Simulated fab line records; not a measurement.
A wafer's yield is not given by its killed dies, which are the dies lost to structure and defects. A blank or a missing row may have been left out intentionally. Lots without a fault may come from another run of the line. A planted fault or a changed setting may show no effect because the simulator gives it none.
fab line records | flow sfqLine
[record] lots = 7 | wafers = 18 | lastDay = 92
route steps=325 shown I1@77 M2@88 I2@103 M3@118 M8@325
lots that met no fault: from a run of the same line without faults
startH: the number of hours between the record's first day and the start of the first shown wafer of the lot | waitH: time in hours since the lot's previous step | " as in the row above | L1.1+2: a single row standing in for several wafers | - no value, or no start was given | * or withheld: withheld | < > ~ a bound
route shown NAME@n: names a module that has steps shown in the file, with the first one's number in the route | usual: average and standard deviation across the fault-free wafers | same: alike in all rows | chamber/n: place in a boat | sites: each site's reading | _std_site: the standard deviation of these | _edge_site: the outer-site mean with the inner-site mean subtracted | radiusMm: for every site, how far away it sits from the centre of the wafer | mask NAME#n: copy n | behind: the most recent tool/chamber to have shaped the wafer | hold: cause of the lot's hold/its duration in hours/its outcome | device: the n, p or np transistor that did not switch | end of line: the tests these same wafers got at the end of their route | where a step has no rows: the recipe by itself | killed: at the first sort, the dies lost to defects and structure; wafer yield is something else | map: per-die view of a wafer (x killed, . not killed, _ where there is no die)
set.NAME: the setting that was run; set.NAME@STEP: the one run at that earlier step | model.NAME: the simulator's own value behind a step, which no gauge read
lots at selected steps of the route; one table per step, one row per wafer
services: from which hour (startH, from the record's first day; less than 0 if before it) a tool's chamber was out of use, for how many hours, and why
[[steps]]
[step SFQ_TRILAYER_I1_VIA_LITHO_COAT_054]
[recipe] resist = BARC | spinRpm = 3000 | resistThkNm = 62
[step SFQ_TRILAYER_I1_VIA_LITHO_COAT_049]
[recipe] resist = KrF | spinRpm = 3000 | resistThkNm = 650
[step SFQ_TRILAYER_I1_VIA_LITHO_SOFTBAKE_053]
[recipe] tempC = withheld | timeS = withheld | resist = KrF
[step SFQ_TRILAYER_I1_VIA_LITHO_EXPOSE_050]
[recipe] maskId = I1 | na = 0.6 | sourceShape = conventional | sigmaOuter = 0.65 | targetCdNm = 500 | doseMj = 21.3
[step SFQ_TRILAYER_I1_VIA_LITHO_PEB_052]
[recipe] pebTempC = 115 | pebTimeS = 60 | resist = KrF
[step SFQ_TRILAYER_I1_VIA_LITHO_DEVELOP_051]
[recipe] timeS = 60 | resist = KrF
[step SFQ_I1_OVL_MEAS_913]
[usual] I1_OVL = -3/5.3
lot.wafer | tool       | chamber | startH | waitH | I1_OVL[nm]
L351.1    | overlay-01 | -       | 415.94 | 0.1   | 7
L351.2    | "          | -       | "      | "     | 5
L351.5    | "          | -       | "      | "     | 8
L359.2    | overlay-02 | -       | 491.55 | 0.1   | -7
L359.6    | "          | -       | "      | "     | -8
L361.2    | overlay-01 | -       | 504.75 | 0.1   | -2
L361.6    | "          | -       | "      | "     | -4
L362.1    | overlay-01 | -       | 515.55 | 0.1   | -12
L362.2    | "          | -       | "      | "     | -7
L368.2    | overlay-02 | -       | 582.80 | 0.1   | -2
L368.4    | "          | -       | "      | "     | -4
L368.6    | "          | -       | "      | "     | -1
L369.1    | overlay-01 | -       | 596.74 | 0.1   | -7
L369.3    | "          | -       | "      | "     | -10
L369.5    | "          | -       | "      | "     | -10
L370.1    | overlay-01 | -       | 605.14 | 0.1   | -1
L370.2    | "          | -       | "      | "     | -2
L370.6    | "          | -       | "      | "     | -2
[step SFQ_TRILAYER_I1_VIA_BARC_OPEN_VIA_ETCH_071]
[recipe] maskMaterial = PR | chemistry = O2 | targetDepthNm = 125 | target = BARC | sourceW = 500 | biasW = 80 | pressureMtorr = 30 | timeS = 41.7
[step SFQ_TRILAYER_I1_VIA_ETCH_VIA_ETCH_052]
[recipe] target = SiO2 | stopOn = Nb | maskMaterial = PR | taperDeg = 20 | chemistry = CHF3 | targetDepthNm = 260 | sourceW = 500 | biasW = 80 | pressureMtorr = 30 | timeS = withheld
[step SFQ_TRILAYER_I1_VIA_STRIP_STRIP_053]
[recipe] gas = O2 | powerW = 200 | platenTempC = 40 | overashFraction = 0.65 | chemistry = O2 | pressureMtorr = 50
[usual] drypumpMotorCurrentA = 5.62/0.22 | oesProductAu = 1.000/0.007
lot.wafer | tool        | chamber | startH | waitH | drypumpMotorCurrentA | oesProductAu | rfHoursCounterH
L351.1    | rieMetal-02 | 0       | 416.13 | -     | 5.47                 | 0.984        | 164
L351.2    | "           | 0       | "      | "     | 5.45                 | 0.990        | -
L351.5    | "           | 0       | "      | "     | 5.45                 | 0.986        | -
L359.2    | rieMetal-01 | 0       | 491.74 | -     | 5.53                 | 1.006        | 82
L359.6    | "           | 1       | "      | "     | 5.46                 | 0.997        | -
L361.2    | rieMetal-01 | 0       | 504.94 | -     | 5.51                 | 0.993        | 84
L361.6    | "           | 1       | "      | "     | 5.44                 | 0.999        | -
L362.1    | rieMetal-03 | 0       | 515.74 | -     | 5.90                 | 0.999        | 64
L362.2    | "           | 1       | "      | "     | 5.74                 | 1.003        | 25
L368.2    | rieMetal-01 | 0       | 582.98 | -     | 5.50                 | 0.992        | 95
L368.4    | "           | 0       | "      | "     | 5.51                 | 1.006        | -
L368.6    | "           | 1       | "      | "     | 5.45                 | 0.996        | -
L369.1    | rieMetal-01 | 1       | 596.93 | -     | 5.44                 | 1.011        | 66
L369.3    | "           | 0       | "      | "     | 5.50                 | 1.005        | -
L369.5    | "           | 0       | "      | "     | 5.50                 | 1.004        | -
L370.1    | rieMetal-01 | 0       | 605.33 | -     | 5.51                 | 1.005        | 98
L370.2    | "           | 1       | "      | "     | 5.45                 | 0.995        | 67
L370.6    | "           | 0       | "      | "     | 5.52                 | 1.002        | -
[step SFQ_TRILAYER_I1_VIA_STRIP_SOLV_CLEAN_054]
[recipe] chemistry = NMP | tempC = 70 | timeS = 600
[step SFQ_TRILAYER_M2_DEP_PRE_CLEAN_056]
[recipe] gas = Ar | timeS = 22.5 | biasV = 250
[step SFQ_TRILAYER_M2_DEP_SPUTTER_055]
[recipe] material = Nb | basePressurePa = 1.33e-06 | chamberPressurePa = 0.1333 | substrateTempC = 20 | resputterCathodeVoltageV = 400 | targetThkNm = 200 | powerW = 2000 | timeS = 133.3
[usual] resputterCathodeVoltageV = 400/4 | throttleValvePct = 30.1/1.1
lot.wafer | tool          | chamber | startH | waitH | resputterCathodeVoltageV | throttleValvePct | model.Nb_of_TRILAYER_M2_DEP_SPUTTER_055.thkNm
L351.1    | pvdSputter-05 | -       | 417.53 | 0.0   | 394                      | 28.7             | 198.3
L351.2    | "             | -       | "      | "     | 403                      | 30.9             | 201.8
L351.5    | "             | -       | "      | "     | 399                      | 30.9             | 203.1
L359.2    | pvdSputter-04 | -       | 492.54 | 0.0   | 402                      | 31.0             | 216.4
L359.6    | "             | -       | "      | "     | 403                      | 29.1             | 197
L361.2    | pvdSputter-04 | -       | 505.74 | 0.0   | 392                      | 31.1             | 214.4
L361.6    | "             | -       | "      | "     | 391                      | 29.2             | 199.1
L362.1    | pvdSputter-04 | -       | 516.56 | 0.0   | 395                      | 31.4             | 215.9
L362.2    | "             | -       | "      | "     | 397                      | 29.0             | 212.9
L368.2    | pvdSputter-05 | -       | 583.79 | 0.0   | 399                      | 31.1             | 200.7
L368.4    | "             | -       | "      | "     | 401                      | 31.0             | 203
L368.6    | "             | -       | "      | "     | 401                      | 31.2             | 203.4
L369.1    | pvdSputter-06 | -       | 597.74 | 0.0   | 406                      | 28.8             | 198
L369.3    | "             | -       | "      | "     | 401                      | 29.0             | 196.9
L369.5    | "             | -       | "      | "     | 402                      | 30.0             | 198.7
L370.1    | pvdSputter-04 | -       | 606.31 | 0.0   | 404                      | 29.1             | 194.6
L370.2    | "             | -       | "      | "     | 399                      | 30.9             | 198.3
L370.6    | "             | -       | "      | "     | 403                      | 31.3             | 198.3
[step SFQ_M2_RS_MEAS_914]
[recipe] thkMeasGauge = four-point-probe | reads = Nb_of_TRILAYER_M2_DEP_SPUTTER_055
[usual] M2_NB_RS = 0.896/0.0097
lot.wafer | tool         | chamber | startH | waitH | M2_NB_RS[ohm/sq]
L351.1    | filmMetro-03 | -       | 417.62 | 0.0   | 0.898
L351.2    | "            | -       | "      | "     | 0.883
L351.5    | "            | -       | "      | "     | 0.879
L359.2    | filmMetro-03 | -       | 492.65 | 0.1   | 0.824
L359.6    | "            | -       | "      | "     | 0.906
L361.2    | filmMetro-01 | -       | 505.85 | 0.1   | 0.829
L361.6    | "            | -       | "      | "     | 0.894
L362.1    | filmMetro-03 | -       | 516.65 | 0.0   | 0.824
L362.2    | "            | -       | "      | "     | 0.836
L368.2    | filmMetro-03 | -       | 583.90 | 0.1   | 0.887
L368.4    | "            | -       | "      | "     | 0.878
L368.6    | "            | -       | "      | "     | 0.876
L369.1    | filmMetro-02 | -       | 597.83 | 0.0   | 0.900
L369.3    | "            | -       | "      | "     | 0.904
L369.5    | "            | -       | "      | "     | 0.897
L370.1    | filmMetro-03 | -       | 606.40 | 0.0   | 0.916
L370.2    | "            | -       | "      | "     | 0.898
L370.6    | "            | -       | "      | "     | 0.897
[step SFQ_TRILAYER_M2_LITHO_COAT_062]
[recipe] resist = BARC | spinRpm = 3000 | resistThkNm = 62
[step SFQ_TRILAYER_M2_LITHO_COAT_057]
[recipe] resist = KrF | spinRpm = 3000 | resistThkNm = 600
[step SFQ_TRILAYER_M2_LITHO_SOFTBAKE_061]
[recipe] tempC = withheld | timeS = withheld | resist = KrF
[step SFQ_TRILAYER_M2_LITHO_EXPOSE_058]
[recipe] maskId = M2 | na = 0.6 | sourceShape = conventional | sigmaOuter = 0.65 | targetCdNm = 500 | doseMj = 14.4
[step SFQ_TRILAYER_M2_LITHO_PEB_060]
[recipe] pebTempC = 115 | pebTimeS = 60 | resist = KrF
[step SFQ_TRILAYER_M2_LITHO_DEVELOP_059]
[recipe] timeS = 60 | resist = KrF
[step SFQ_M2_OVL_MEAS_916]
[usual] M2_OVL = -1/6.7
lot.wafer | tool       | chamber | startH | waitH | M2_OVL[nm]
L351.1    | overlay-01 | -       | 552.00 | 0.1   | 8
L351.2    | "          | -       | "      | "     | -1
L351.5    | "          | -       | "      | "     | 5
L359.2    | overlay-01 | -       | 636.47 | 0.1   | -8
L359.6    | "          | -       | "      | "     | -14
L361.2    | overlay-02 | -       | 652.64 | 0.1   | 7
L361.6    | "          | -       | "      | "     | -1
L362.1    | overlay-02 | -       | 665.84 | 0.1   | -7
L362.2    | "          | -       | "      | "     | -4
L368.2    | overlay-01 | -       | 734.02 | 0.1   | 4
L368.4    | "          | -       | "      | "     | 4
L368.6    | "          | -       | "      | "     | 1
L369.1    | overlay-02 | -       | 756.81 | 0.1   | 10
L369.3    | "          | -       | "      | "     | 3
L369.5    | "          | -       | "      | "     | 4
L370.1    | overlay-02 | -       | 767.77 | 0.1   | 0
L370.2    | "          | -       | "      | "     | 0
L370.6    | "          | -       | "      | "     | 2
[step SFQ_TRILAYER_M2_BARC_OPEN_METAL_ETCH_077]
[recipe] maskMaterial = PR | chemistry = O2 | targetDepthNm = 125 | target = BARC | icpW = 600 | biasW = 80 | pressureMtorr = 10 | timeS = 41.7
[usual] drypumpMotorCurrentA = 5.92/0.26 | oesProductAu = 0.685/0.0042
lot.wafer | tool        | chamber | startH | waitH | drypumpMotorCurrentA | oesProductAu | rfHoursCounterH
L351.1    | rieMetal-04 | 0       | 552.04 | 0.0   | 5.76                 | 0.683        | 59
L351.2    | "           | 1       | "      | "     | 6.14                 | 0.687        | 25
L351.5    | "           | 0       | "      | "     | 5.78                 | 0.686        | -
L359.2    | rieMetal-03 | 0       | 636.50 | 0.0   | 5.89                 | 0.685        | 79
L359.6    | "           | 1       | "      | "     | 5.78                 | 0.693        | -
L361.2    | rieMetal-02 | 1       | 652.67 | 0.0   | 6.31                 | 0.681        | 69
L361.6    | "           | 0       | "      | "     | 5.48                 | 0.683        | -
L362.1    | rieMetal-02 | 1       | 665.87 | 0.0   | 6.32                 | 0.690        | 71
L362.2    | "           | 0       | "      | "     | 5.47                 | 0.692        | 14
L368.2    | rieMetal-03 | 1       | 734.05 | 0.0   | 5.75                 | 0.677        | 55
L368.4    | "           | 0       | "      | "     | 5.90                 | 0.686        | -
L368.6    | "           | 0       | "      | "     | 5.90                 | 0.685        | -
L369.1    | rieMetal-04 | 0       | 756.85 | 0.0   | 5.78                 | 0.692        | 86
L369.3    | "           | 0       | "      | "     | 5.78                 | 0.688        | -
L369.5    | "           | 0       | "      | "     | 5.79                 | 0.687        | -
L370.1    | rieMetal-03 | 0       | 767.81 | 0.0   | 5.89                 | 0.690        | 98
L370.2    | "           | 1       | "      | "     | 5.76                 | 0.689        | 61
L370.6    | "           | 1       | "      | "     | 5.75                 | 0.687        | -
[step SFQ_TRILAYER_M2_ETCH_METAL_ETCH_060]
[recipe] target = Nb | stopOn = SiO2 | maskMaterial = PR | chemistry = Cl2/Ar | targetDepthNm = 240 | icpW = 600 | biasW = 80 | pressureMtorr = 10 | timeS = 120
[usual] drypumpMotorCurrentA = 5.91/0.26 | oesProductAu = 0.891/0.0069
lot.wafer | tool        | chamber | startH | waitH | drypumpMotorCurrentA | oesProductAu | rfHoursCounterH
L351.1    | rieMetal-04 | 0       | 552.10 | 0.0   | 5.76                 | 0.881        | 59
L351.2    | "           | 1       | "      | "     | 6.16                 | 0.903        | 25
L351.5    | "           | 0       | "      | "     | 5.76                 | 0.901        | -
L359.2    | rieMetal-03 | 0       | 636.56 | 0.0   | 5.90                 | 0.933        | 79
L359.6    | "           | 1       | "      | "     | 5.73                 | 0.886        | -
L361.2    | rieMetal-02 | 1       | 652.73 | 0.0   | 6.30                 | 0.924        | 69
L361.6    | "           | 0       | "      | "     | 5.48                 | 0.884        | -
L362.1    | rieMetal-02 | 1       | 665.93 | 0.0   | 6.29                 | 0.946        | 71
L362.2    | "           | 0       | "      | "     | 5.47                 | 0.924        | 14
L368.2    | rieMetal-03 | 1       | 734.11 | 0.0   | 5.75                 | 0.896        | 55
L368.4    | "           | 0       | "      | "     | 5.88                 | 0.901        | -
L368.6    | "           | 0       | "      | "     | 5.92                 | 0.898        | -
L369.1    | rieMetal-04 | 0       | 756.91 | 0.0   | 5.77                 | 0.891        | 86
L369.3    | "           | 0       | "      | "     | 5.76                 | 0.890        | -
L369.5    | "           | 0       | "      | "     | 5.78                 | 0.886        | -
L370.1    | rieMetal-03 | 0       | 767.86 | 0.0   | 5.88                 | 0.881        | 98
L370.2    | "           | 1       | "      | "     | 5.75                 | 0.894        | 61
L370.6    | "           | 1       | "      | "     | 5.74                 | 0.887        | -
[step SFQ_TRILAYER_M2_STRIP_STRIP_061]
[recipe] gas = O2 | powerW = 200 | platenTempC = 40 | overashFraction = 0.65 | chemistry = O2 | pressureMtorr = 50
[usual] drypumpMotorCurrentA = 5.92/0.26 | oesProductAu = 1.004/0.009
lot.wafer | tool        | chamber | startH | waitH | drypumpMotorCurrentA | oesProductAu | rfHoursCounterH
L351.1    | rieMetal-04 | 0       | 552.22 | 0.1   | 5.80                 | 1.005        | 59
L351.2    | "           | 1       | "      | "     | 6.12                 | 1.006        | 25
L351.5    | "           | 0       | "      | "     | 5.80                 | 1.010        | -
L359.2    | rieMetal-03 | 0       | 636.69 | 0.1   | 5.92                 | 0.997        | 80
L359.6    | "           | 1       | "      | "     | 5.73                 | 1.008        | -
L361.2    | rieMetal-02 | 1       | 652.86 | 0.1   | 6.30                 | 0.995        | 69
L361.6    | "           | 0       | "      | "     | 5.47                 | 0.994        | -
L362.1    | rieMetal-02 | 1       | 666.06 | 0.1   | 6.31                 | 1.025        | 71
L362.2    | "           | 0       | "      | "     | 5.46                 | 1.008        | 14
L368.2    | rieMetal-03 | 1       | 734.23 | 0.1   | 5.75                 | 1.006        | 55
L368.4    | "           | 0       | "      | "     | 5.90                 | 0.993        | -
L368.6    | "           | 0       | "      | "     | 5.90                 | 1.000        | -
L369.1    | rieMetal-04 | 0       | 757.03 | 0.1   | 5.78                 | 1.011        | 86
L369.3    | "           | 0       | "      | "     | 5.77                 | 0.999        | -
L369.5    | "           | 0       | "      | "     | 5.76                 | 1.006        | -
L370.1    | rieMetal-03 | 0       | 767.99 | 0.1   | 5.90                 | 0.990        | 98
L370.2    | "           | 1       | "      | "     | 5.73                 | 1.001        | 62
L370.6    | "           | 1       | "      | "     | 5.75                 | 1.004        | -
[step SFQ_TRILAYER_M2_STRIP_SOLV_CLEAN_062]
[recipe] chemistry = NMP | tempC = 70 | timeS = 600
[step SFQ_TRILAYER_I2_DEP_PECVD_063]
[recipe] material = SiO2 | tempC = 150 | timeS = 111.11 | pressureTorr = 2.4 | rfW = 183.3 | precursor = SiH4/N2O | targetThkNm = 500
[usual] chamberPressureTorr = 2.399/0.0055 | heaterPowerW = 86/17 | throttleValvePct = 24.8/1.4
lot.wafer | tool     | chamber | startH | waitH | chamberPressureTorr | heaterPowerW | throttleValvePct
L351.1    | pecvd-04 | 1       | 553.00 | 0.0   | 2.402               | 54           | 27.2
L351.2    | "        | 2       | "      | "     | 2.394               | 91           | 23.8
L351.5    | "        | 0       | "      | "     | 2.414               | 62           | 24.6
L359.2    | pecvd-04 | 0       | 637.46 | 0.0   | 2.411               | 71           | 23.2
L359.6    | "        | 2       | "      | "     | 2.395               | 73           | 22.3
L361.2    | pecvd-03 | 1       | 653.63 | 0.0   | 2.396               | 66           | 23.2
L361.6    | "        | 1       | "      | "     | 2.403               | 69           | 23.2
L362.1    | pecvd-02 | 1       | 666.83 | 0.0   | 2.400               | 122          | 27.1
L362.2    | "        | 2       | "      | "     | 2.398               | 80           | 24.9
L368.2    | pecvd-03 | 0       | 735.01 | 0.0   | 2.394               | 81           | 26.1
L368.4    | "        | 0       | "      | "     | 2.388               | 85           | 25.9
L368.6    | "        | 1       | "      | "     | 2.399               | 73           | 23.3
L369.1    | pecvd-03 | 0       | 757.81 | 0.0   | 2.401               | 73           | 26.0
L369.3    | "        | 2       | "      | "     | 2.390               | 86           | 24.9
L369.5    | "        | 0       | "      | "     | 2.407               | 78           | 26.1
L370.1    | pecvd-02 | 2       | 768.76 | 0.0   | 2.397               | 82           | 24.6
L370.2    | "        | 0       | "      | "     | 2.393               | 97           | 24.4
L370.6    | "        | 0       | "      | "     | 2.395               | 97           | 24.4
[step SFQ_TRILAYER_I2_CMP_CMP_064]
[recipe] material = SiO2 | downForcePsi = 3 | platenRpm = 60 | padVelocityMS = 0.94248
[step SFQ_I2_BOW_MEAS_917]
[recipe] mode = bow
[usual] I2_BOW = 2/7.7
lot.wafer | tool         | chamber | startH | waitH | I2_BOW[um]
L351.1    | filmMetro-03 | -       | 570.42 | 2.0   | 3
L351.2    | "            | -       | "      | "     | 5
L351.5    | "            | -       | "      | "     | 5
L359.2    | filmMetro-03 | -       | 640.56 | 2.0   | 11
L359.6    | "            | -       | "      | "     | 4
L361.2    | filmMetro-02 | -       | 662.94 | 2.5   | 6
L361.6    | "            | -       | "      | "     | 0
L362.1    | filmMetro-04 | -       | 671.75 | 2.0   | 4
L362.2    | "            | -       | "      | "     | 0
L368.2    | filmMetro-03 | -       | 738.10 | 2.0   | -1
L368.4    | "            | -       | "      | "     | 9
L368.6    | "            | -       | "      | "     | 12
L369.1    | filmMetro-03 | -       | 765.48 | 2.5   | 4
L369.3    | "            | -       | "      | "     | 0
L369.5    | "            | -       | "      | "     | 5
L370.1    | filmMetro-04 | -       | 774.48 | 2.5   | -8
L370.2    | "            | -       | "      | "     | 2
L370.6    | "            | -       | "      | "     | -1
[step SFQ_TRILAYER_I2_METRO_MEASURE_065]
[usual] thkNm = 199.9/1
lot.wafer | tool         | chamber | startH | waitH | thkNm
L351.1    | filmMetro-03 | -       | 570.54 | 0.1   | 199.0
L351.2    | "            | -       | "      | "     | 199.2
L351.5    | "            | -       | "      | "     | 197.5
L359.2    | filmMetro-03 | -       | 640.86 | 0.3   | 198.8
L359.6    | "            | -       | "      | "     | 198.7
L361.2    | filmMetro-02 | -       | 663.24 | 0.3   | 200.9
L361.6    | "            | -       | "      | "     | 200.7
L362.1    | filmMetro-04 | -       | 671.87 | 0.1   | 199.1
L362.2    | "            | -       | "      | "     | 200.4
L368.2    | filmMetro-03 | -       | 738.40 | 0.3   | 200.8
L368.4    | "            | -       | "      | "     | 201.0
L368.6    | "            | -       | "      | "     | 201.2
L369.1    | filmMetro-03 | -       | 765.60 | 0.1   | 200.4
L369.3    | "            | -       | "      | "     | 200.6
L369.5    | "            | -       | "      | "     | 200.1
L370.1    | filmMetro-04 | -       | 774.60 | 0.1   | 199.7
L370.2    | "            | -       | "      | "     | 200.3
L370.6    | "            | -       | "      | "     | 198.5
[step SFQ_TRILAYER_I2_VIA_LITHO_COAT_072]
[recipe] resist = BARC | spinRpm = 3000 | resistThkNm = 62
[step SFQ_TRILAYER_I2_VIA_LITHO_COAT_067]
[recipe] resist = KrF | spinRpm = 3000 | resistThkNm = 650
[step SFQ_TRILAYER_I2_VIA_LITHO_SOFTBAKE_071]
[recipe] tempC = withheld | timeS = withheld | resist = KrF
[step SFQ_TRILAYER_I2_VIA_LITHO_EXPOSE_068]
[recipe] maskId = I2 | na = 0.6 | sourceShape = conventional | sigmaOuter = 0.65 | targetCdNm = 500 | doseMj = 21.3
[step SFQ_TRILAYER_I2_VIA_LITHO_PEB_070]
[recipe] pebTempC = 115 | pebTimeS = 60 | resist = KrF
[step SFQ_TRILAYER_I2_VIA_LITHO_DEVELOP_069]
[recipe] timeS = 60 | resist = KrF
[step SFQ_I2_OVL_MEAS_918]
[usual] I2_OVL = -2/5.3
lot.wafer | tool       | chamber | startH | waitH | I2_OVL[nm]
L351.1    | overlay-01 | -       | 723.21 | 0.1   | -5
L351.2    | "          | -       | "      | "     | -7
L351.5    | "          | -       | "      | "     | -5
L359.2    | overlay-01 | -       | 797.28 | 0.1   | 0
L359.6    | "          | -       | "      | "     | -6
L361.2    | overlay-01 | -       | 828.60 | 0.1   | -4
L361.6    | "          | -       | "      | "     | -7
L362.1    | overlay-02 | -       | 837.00 | 0.1   | -7
L362.2    | "          | -       | "      | "     | -1
L368.2    | overlay-01 | -       | 900.61 | 0.1   | 14
L368.4    | "          | -       | "      | "     | 4
L368.6    | "          | -       | "      | "     | 10
L369.1    | overlay-01 | -       | 916.20 | 0.1   | -8
L369.3    | "          | -       | "      | "     | -6
L369.5    | "          | -       | "      | "     | -9
L370.1    | overlay-01 | -       | 925.93 | 0.1   | -2
L370.2    | "          | -       | "      | "     | 1
L370.6    | "          | -       | "      | "     | 0
[step SFQ_TRILAYER_I2_VIA_BARC_OPEN_VIA_ETCH_096]
[recipe] maskMaterial = PR | chemistry = O2 | targetDepthNm = 125 | target = BARC | sourceW = 500 | biasW = 80 | pressureMtorr = 30 | timeS = 41.7
[step SFQ_TRILAYER_I2_VIA_ETCH_VIA_ETCH_070]
[recipe] target = SiO2 | stopOn = Nb | maskMaterial = PR | taperDeg = 20 | chemistry = CHF3 | targetDepthNm = 260 | sourceW = 500 | biasW = 80 | pressureMtorr = 30 | timeS = withheld
[step SFQ_TRILAYER_I2_VIA_STRIP_STRIP_071]
[recipe] gas = O2 | powerW = 200 | platenTempC = 40 | overashFraction = 0.65 | chemistry = O2 | pressureMtorr = 50
[step SFQ_TRILAYER_I2_VIA_STRIP_SOLV_CLEAN_072]
[recipe] chemistry = NMP | tempC = 70 | timeS = 600
[step SFQ_TRILAYER_M3_DEP_PRE_CLEAN_074]
[recipe] gas = Ar | timeS = 22.5 | biasV = 250
[step SFQ_M8_BOW_MEAS_951]
[recipe] mode = bow
[usual] M8_BOW = 7/11
lot.wafer | tool         | chamber | startH  | waitH | M8_BOW[um] | model.etest.m2.ohmUm | model.etest.i1.linkOhm | model.etest.m2.ohmSq | model.etest.i2.linkOhm
L351.1    | filmMetro-04 | -       | 1919.06 | 0.0   | 15         | 1.795                | 1.98                   | 0.8981               | 1.971
L351.2    | "            | -       | "       | "     | 17         | 1.762                | 1.952                  | 0.8825               | 1.957
L351.5    | "            | -       | "       | "     | 16         | 1.754                | 1.943                  | 0.8767               | 1.942
L359.2    | filmMetro-03 | -       | 2054.21 | 0.0   | 21         | 1.643                | 1.874                  | 0.8229               | 1.909
L359.6    | "            | -       | "       | "     | 15         | 1.804                | 1.969                  | 0.9037               | 1.991
L361.2    | filmMetro-02 | -       | 2056.61 | 0.0   | 29         | 1.661                | 1.888                  | 0.8307               | 1.9
L361.6    | "            | -       | "       | "     | 24         | 1.783                | 1.971                  | 0.8945               | 1.986
L362.1    | filmMetro-02 | -       | 2057.79 | 0.0   | -5         | 1.631                | 1.884                  | 0.8247               | 1.876
L362.2    | "            | -       | "       | "     | -10        | 1.658                | 1.911                  | 0.8364               | 1.9
L368.2    | filmMetro-03 | -       | 2189.12 | 0.0   | 5          | 1.776                | 1.95                   | 0.8874               | 1.973
L368.4    | "            | -       | "       | "     | 14         | 1.761                | 1.94                   | 0.8774               | 1.967
L368.6    | "            | -       | "       | "     | 18         | 1.755                | 1.938                  | 0.8756               | 1.973
L369.1    | filmMetro-04 | -       | 2192.64 | 0.0   | 7          | 1.796                | 1.985                  | 0.8994               | 1.973
L369.3    | "            | -       | "       | "     | 1          | 1.807                | 1.995                  | 0.9042               | 1.985
L369.5    | "            | -       | "       | "     | 7          | 1.786                | 1.976                  | 0.8964               | 1.977
L370.1    | filmMetro-03 | -       | 2196.85 | 0.0   | -6         | 1.833                | 2.008                  | 0.9152               | 1.982
L370.2    | "            | -       | "       | "     | 4          | 1.799                | 1.994                  | 0.8978               | 1.984
L370.6    | "            | -       | "       | "     | 2          | 1.797                | 1.996                  | 0.898                | 1.962
[[services]]
tool          | chamber | startH | hours | kind
pecvd-03      | 0       | 395.24 | 5.2   | repair
rieMetal-01   | -       | 398.73 | 1.4   | pm
pvdSputter-04 | -       | 407.56 | 5.7   | repair
filmMetro-03  | -       | 408.35 | 0.8   | pm
rieMetal-02   | 1       | 412.77 | 21.5  | repair
rieMetal-01   | 1       | 428.62 | 4.6   | repair
filmMetro-03  | -       | 433.84 | 0.2   | pm
rieMetal-04   | -       | 445.59 | 0.4   | repair
pvdSputter-05 | -       | 472.39 | 7.3   | repair
rieMetal-03   | 0       | 500.40 | 8.5   | repair
rieMetal-01   | -       | 501.97 | 2.8   | pm
pecvd-03      | -       | 503.05 | 2.1   | repair
pecvd-03      | -       | 543.97 | 1.4   | repair
filmMetro-03  | -       | 567.86 | 0.9   | pm
filmMetro-03  | -       | 582.19 | 0.4   | pm
pvdSputter-04 | -       | 583.57 | 13.2  | repair
filmMetro-03  | -       | 653.35 | 0.3   | pm
pecvd-03      | 1       | 665.43 | 13.2  | repair
pecvd-03      | -       | 668.48 | 0.7   | repair
rieMetal-01   | 1       | 683.72 | 33.7  | repair
rieMetal-02   | -       | 688.64 | 14.6  | pm
rieMetal-01   | -       | 703.58 | 1.3   | repair
rieMetal-03   | 0       | 705.14 | 8.4   | repair
pvdSputter-04 | -       | 768.68 | 20.8  | repair
[[key]]
[firstSign] step = SFQ_M2_RS_MEAS_914 | reading = M2_NB_RS | direction = down | sigmas = 7 | usual = 0.896 | struck = 0.828
[effect] step = SFQ_TRILAYER_M2_ETCH_METAL_ETCH_060 | reading = oesProductAu | direction = up | sigmas = 6 | usual = 0.891 | struck = 0.932
[modelEffect] step = SFQ_TRILAYER_M2_DEP_SPUTTER_055 | value = Nb_of_TRILAYER_M2_DEP_SPUTTER_055.thkNm | without = 201 | struck = 214.9
[modelEffect] step = SFQ_M8_BOW_MEAS_951 | value = etest.m2.ohmUm | without = 1.762 | struck = 1.648
metAt SFQ_TRILAYER_M2_DEP_SPUTTER_055
struckWafers L359.2,L361.2,L362.1,L362.2
[fault] kind = processParameterDrift | tool = pvdSputter-04 | chamber = - | onsetH = 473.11 | steps = SFQ_TRILAYER_M2_DEP_SPUTTER_055 | channel = targetThkNm | offset = 13.895 | shape = step | endH = 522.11 | scope = struckWafersOnly | actsIn = theseRecipesOnly | stated = 200
